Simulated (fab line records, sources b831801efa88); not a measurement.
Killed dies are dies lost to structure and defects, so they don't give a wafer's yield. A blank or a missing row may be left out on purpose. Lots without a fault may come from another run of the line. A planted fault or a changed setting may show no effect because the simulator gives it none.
Chamber matching | flow sky130 | SKY_CONTACT_CMP_04 on cmp-01: 4 sister chambers
The step polishes SiO2. 4 wafers are shown with their chamber, then 8 later ones without.

WAFERS WITH THEIR CHAMBER
wafer  | chamber | motor_current_A (A)
L791.2 | 2       | 12.5
L791.5 | 1       | 10.2
L800.6 | 3       | 13.2
L804.1 | 0       | 15.6

WAFERS WITHOUT THEIR CHAMBER
wafer  | motor_current_A (A)
L804.2 | 12.4
L804.4 | 13.2
L807.1 | 11.7
L807.5 | 15.0
L807.6 | 10.6
L809.1 | 10.1
L809.4 | 15.1
L809.6 | 12.6

WHICH CHAMBER EACH WENT THROUGH
wafer  | from the rows above          | in truth
L804.2 | can't be placed: 2 or 3      | 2
L804.4 | can't be placed: 3 or 2      | 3
L807.1 | can't be placed: 2 or 1 or 3 | 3
L807.5 | 0                            | 0
L807.6 | 1                            | 1
L809.1 | 1                            | 1
L809.4 | 0                            | 0
L809.6 | can't be placed: 2 or 3      | 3
Placed correctly: 4 of 8. Can't be placed from these rows: 4 (the true chamber is among the candidates in 4). Placed wrongly: 0.
How it was worked out, from the rows above alone: a wafer's distance from a chamber is the root of the sum, over the readings, of the square of ((its reading less the chamber's mean) divided by the reading's scatter). The wafer belongs to the nearest chamber; if the next one is less than 2 further off, it can't be placed. A chamber's mean is the mean of its shown wafers. The scatter: with one shown wafer a chamber, the root of the mean of the squares of how far each hidden wafer lies from its nearest shown one.
